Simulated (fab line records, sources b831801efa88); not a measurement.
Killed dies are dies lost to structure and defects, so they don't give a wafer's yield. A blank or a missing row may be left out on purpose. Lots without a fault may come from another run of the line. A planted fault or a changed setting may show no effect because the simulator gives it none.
Which tool did it? | flow gf180mcu | 12 lots, 36 wafers sampled, at 5 steps of a route of 602

WHAT THE GAUGES READ, wafer by wafer
GF_V3_THK_MEAS_01.
lot  | measured     | on            | V3_CVD_00_THK (nm)
L504 | day 21 11:20 | film_metro-03 | 571 559 565
L505 | day 21 21:47 | film_metro-01 | 561 577 566
L506 | day 22 02:31 | film_metro-01 | 560 561 562
L507 | day 22 17:03 | film_metro-04 | 563 566 572
L509 | day 23 10:36 | film_metro-01 | 565 564 559
L510 | day 23 15:40 | film_metro-01 | 562 572 565
L511 | day 24 00:02 | film_metro-03 | 580 570 571
L513 | day 24 12:18 | film_metro-04 | 560 565 557
L514 | day 25 02:19 | film_metro-03 | 573 578 572
L520 | day 26 22:30 | film_metro-01 | 576 576 573
L523 | day 27 17:41 | film_metro-04 | 573 570 573
L524 | day 28 02:06 | film_metro-04 | 571 571 576

GF_V3_OVL_MEAS_15.
lot  | measured     | on         | V3_OVL (nm)
L504 | day 22 10:55 | overlay-01 | 9 2 -1
L505 | day 22 21:37 | overlay-02 | 9 5 10
L506 | day 23 01:01 | overlay-02 | -3 -4 3
L507 | day 23 16:34 | overlay-02 | 10 7 12
L509 | day 24 09:49 | overlay-02 | -2 -9 4
L510 | day 24 14:07 | overlay-02 | 9 14 12
L511 | day 24 22:55 | overlay-01 | 5 -6 0
L513 | day 25 09:52 | overlay-01 | 11 7 7
L514 | day 25 23:07 | overlay-01 | 6 2 -2
L520 | day 27 19:25 | overlay-01 | 8 14 3
L523 | day 28 13:28 | overlay-02 | 30 33 26
L524 | day 28 21:28 | overlay-02 | 21 19 19

GF_V3_RS_MEAS_24: measures by four-point-probe.
lot  | measured     | on            | V3_W_RS (ohm/sq)
L504 | day 22 11:52 | film_metro-04 | 0.325 0.334 0.337
L505 | day 22 22:32 | film_metro-03 | 0.335 0.331 0.324
L506 | day 23 01:56 | film_metro-01 | 0.322 0.325 0.336
L507 | day 23 17:32 | film_metro-01 | 0.330 0.335 0.324
L509 | day 24 10:45 | film_metro-01 | 0.334 0.336 0.333
L510 | day 24 15:02 | film_metro-03 | 0.325 0.338 0.328
L511 | day 24 23:51 | film_metro-04 | 0.332 0.323 0.329
L513 | day 25 10:50 | film_metro-01 | 0.330 0.332 0.328
L514 | day 26 00:01 | film_metro-03 | 0.332 0.321 0.327
L520 | day 27 20:22 | film_metro-01 | 0.333 0.334 0.324
L523 | day 28 14:31 | film_metro-03 | 0.333 0.330 0.335
L524 | day 28 22:24 | film_metro-03 | 0.323 0.326 0.323

WHICH TOOL RAN EACH LOT (tool, then ch and the chambers of the sampled wafers, then the start)
lot  | GF_V3_EXPOSE_11                   | GF_V3_SPUTTER_22
L504 | krf_scanner-01 ch 0, day 22 00:09 | pvd_sputter-04, day 22 11:43
L505 | krf_scanner-01 ch 0, day 22 09:50 | pvd_sputter-04, day 22 22:23
L506 | krf_scanner-02 ch 0, day 22 14:04 | pvd_sputter-04, day 23 01:46
L507 | krf_scanner-01 ch 0, day 23 04:05 | pvd_sputter-04, day 23 17:22
L509 | krf_scanner-02 ch 0, day 23 22:47 | pvd_sputter-01, day 24 10:35
L510 | krf_scanner-01 ch 0, day 24 02:16 | pvd_sputter-02, day 24 14:53
L511 | krf_scanner-02 ch 0, day 24 12:17 | pvd_sputter-01, day 24 23:40
L513 | krf_scanner-02 ch 0, day 24 23:23 | pvd_sputter-01, day 25 10:40
L514 | krf_scanner-02 ch 0, day 25 13:44 | pvd_sputter-02, day 25 23:52
L520 | krf_scanner-01 ch 0, day 27 09:43 | pvd_sputter-04, day 27 20:11
L523 | krf_scanner-01 ch 0, day 28 03:50 | pvd_sputter-02, day 28 14:20
L524 | krf_scanner-01 ch 0, day 28 12:49 | pvd_sputter-02, day 28 22:14
- GF_V3_EXPOSE_11: exposes mask Via3, target cd 260 nm.
- GF_V3_SPUTTER_22: material TiN, target thk 10 nm, time 40 s.

WHAT THE TOOLS THEMSELVES READ (means of the sampled wafers that have a number; where no wafer has one, the mark that the record gives instead)
GF_V3_EXPOSE_11.
lot  | tool           | stage_vel_mm_s (mm/s)
L504 | krf_scanner-01 | 500.32
L505 | krf_scanner-01 | 499.82
L506 | krf_scanner-02 | 499.78
L507 | krf_scanner-01 | 500.10
L509 | krf_scanner-02 | 500.01
L510 | krf_scanner-01 | 499.97
L511 | krf_scanner-02 | 499.90
L513 | krf_scanner-02 | 500.02
L514 | krf_scanner-02 | 500.15
L520 | krf_scanner-01 | 499.78
L523 | krf_scanner-01 | 499.95
L524 | krf_scanner-01 | 499.72

GF_V3_SPUTTER_22.
lot  | tool           | throttle_valve_pct (%)
L504 | pvd_sputter-04 | 30.7
L505 | pvd_sputter-04 | 30.6
L506 | pvd_sputter-04 | 31.1
L507 | pvd_sputter-04 | 29.8
L509 | pvd_sputter-01 | 30.1
L510 | pvd_sputter-02 | 29.0
L511 | pvd_sputter-01 | 30.1
L513 | pvd_sputter-01 | 30.0
L514 | pvd_sputter-02 | 28.9
L520 | pvd_sputter-04 | 31.0
L523 | pvd_sputter-02 | 28.8
L524 | pvd_sputter-02 | 28.2

THE ANSWER, worked out from the rows above alone
Rule: what is usual is taken from the lots themselves. Put in order of their means at a reading, lots are off if they are a third of the lots or fewer, leave a main group of 4 or more, and stand apart from it by a gap of 3 or more times the standard deviation of the main group's means; of several such gaps the widest counts. A main group whose means are all the same, to the digits that the tables above print for the reading, isn't used. A lot without any number at a reading at which 4 lots or more have one is off too. The other lots that the step has rows for count as sound. The gauges are gone through in route order, then the tools' own readings, and for those a lot's mean is taken as printed above. The first step at which some lot is off is used, and at that step the reading that is off furthest; a lot without a number counts as furthest.
No lot is off at any reading shown: from this, nothing can be told.

WHAT THE SIMULATOR HAD PUT IN
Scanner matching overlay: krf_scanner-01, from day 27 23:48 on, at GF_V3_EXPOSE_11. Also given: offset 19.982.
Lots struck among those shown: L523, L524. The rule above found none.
